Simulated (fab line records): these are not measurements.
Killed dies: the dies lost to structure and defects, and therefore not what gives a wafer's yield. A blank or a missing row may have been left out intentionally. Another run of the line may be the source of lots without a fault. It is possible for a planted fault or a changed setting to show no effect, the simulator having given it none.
Comparing a struck lot with a sound one -- flow sky130 -- 16 out of 708 route steps
Sound: wafers L972.1, L972.2, L972.4. Struck: wafer L986.5 (L986.3, L986.4, from the same lot, were not struck and are left out); the cause is given at the end.
For every step that has rows: the tool of each side, followed by ch and its chambers, followed by its first start. Under that, the readings that differ: sound wafers -- struck wafers -- difference of the means -- sigmas: that difference in standard deviations of wafers without a fault.
alike: readings with means less than 2 such deviations apart, plus words and numbers identical on both sides. not compared: withheld readings, readings lacking a value on some wafer, bounds such as >300 that could conceal the same value, and numbers that have no deviation in the record and whose values overlap.
A row with sigmas, a row that says differs or no value, or rows on one side alone: a step with any of these is where the two part. Numbers that don't overlap but have no deviation are shown without sigmas and don't part them. Lack of a reading on every wafer of one side parts them only where that side has two or more wafers.

first, 9 steps without rows for these wafers: SKY_CAPM_CLEAN_17 (cleans in O3/DIW); SKY_METAL3_DEHYDRATE_05 (time 60 s); SKY_METAL3_HMDS_06 (prime time 60 s); SKY_METAL3_COAT_07 (resist thk 60 nm); SKY_METAL3_COAT_08 (resist thk 1140 nm); SKY_METAL3_SOFTBAKE_09 (time 90 s); SKY_METAL3_EXPOSE_10 (exposes mask MM3, target cd 300 nm); SKY_METAL3_PEB_11; SKY_METAL3_DEVELOP_12 (develop time 60 s).
SKY_METAL3_CD_MEAS_13: target cd 300 nm.
  sound on cd sem-01 at day 39 15:50; struck on cd sem-02 at day 43 02:41
  alike: cd nm
SKY_METAL3_OVL_MEAS_14:
  sound on overlay-02 at day 39 15:57; struck on overlay-01 at day 43 02:47
  alike: METAL3_OVL
SKY_METAL3_DESCUM_15: chemistry O2, time 8 s.
  sound on rie metal-03 ch 0,1, day 39 15:59; struck on rie metal-04 ch 0, day 43 02:49
  alike: chamber pressure mTorr, drypump motor current A, oes product au
  not compared: rf hours counter h
SKY_METAL3_ETCH_16: etches BARC in N2/H2, stops on SiO2, time 88.2 s, target depth 60 nm.
  sound on rie metal-03 ch 0,1, day 39 16:01; struck on rie metal-04 ch 0, day 43 02:52
reading,sound,struck,difference,sigmas
model.KrF-thick_of_METAL3_COAT_08.thk nm (nm),1074 1074 1073,1088,+14,
model.METAL3.cd nm (nm),300.5 298.2 297.9,301.7,+2.8,
  alike: chamber pressure mTorr, drypump motor current A, oes product au, throttle valve pct
  not compared: rf hours counter h
SKY_METAL3_ETCH_17: etches SiO2 in C4F8/O2/Ar, stops on TiN, time 3.9 s, target depth 15 nm.
  sound on rie diel-01 ch 0,1,3, day 39 16:07; struck on rie diel-02 ch 0, day 43 02:56
reading,sound,struck,difference,sigmas
model.METAL3.cd nm (nm),300.5 298.2 297.8,301.8,+3.0,
  alike: chamber pressure mTorr, oes product au
  not compared: rf hours counter h
SKY_METAL3_METAL_ETCH_18: etches the open film in Cl2/BCl3, stops on SiO2, target depth 845 nm, time 183.1 s.
  sound on rie metal-04 ch 0,1, day 39 16:08; struck on rie metal-03 ch 0, day 43 03:01
  alike: chamber pressure mTorr, drypump motor current A, mfc cl2 sccm, oes product au, throttle valve pct
  not compared: rf hours counter h
-- the record jumps here: 6 days lie between the struck wafers' starts before and after (it left off in module METAL3 and takes up again in module PAD_OPEN, whose first step shown is number 708 of the route) --
SKY_PAD_OPEN_PROBE_99:
  sound on prober-01 at day 46 16:39; struck on prober-01 at day 49 13:24
reading,sound,struck,difference,sigmas
killed_at_M4_up,3 0 3,6,+4,+2
  alike: defect limited yield, killed_at_M0_to_M3, killed at contacts, killed at front end, killed at other, killed dies, killed open, killed short, sort_bin_3_pad_short, sort_bin_5_function, sort_bin_6_memory, sort n pass, sort yield pct

## WHERE THEY PART
Only at SKY_PAD_OPEN_PROBE_99, within this record.

WHY: what the simulator had put in
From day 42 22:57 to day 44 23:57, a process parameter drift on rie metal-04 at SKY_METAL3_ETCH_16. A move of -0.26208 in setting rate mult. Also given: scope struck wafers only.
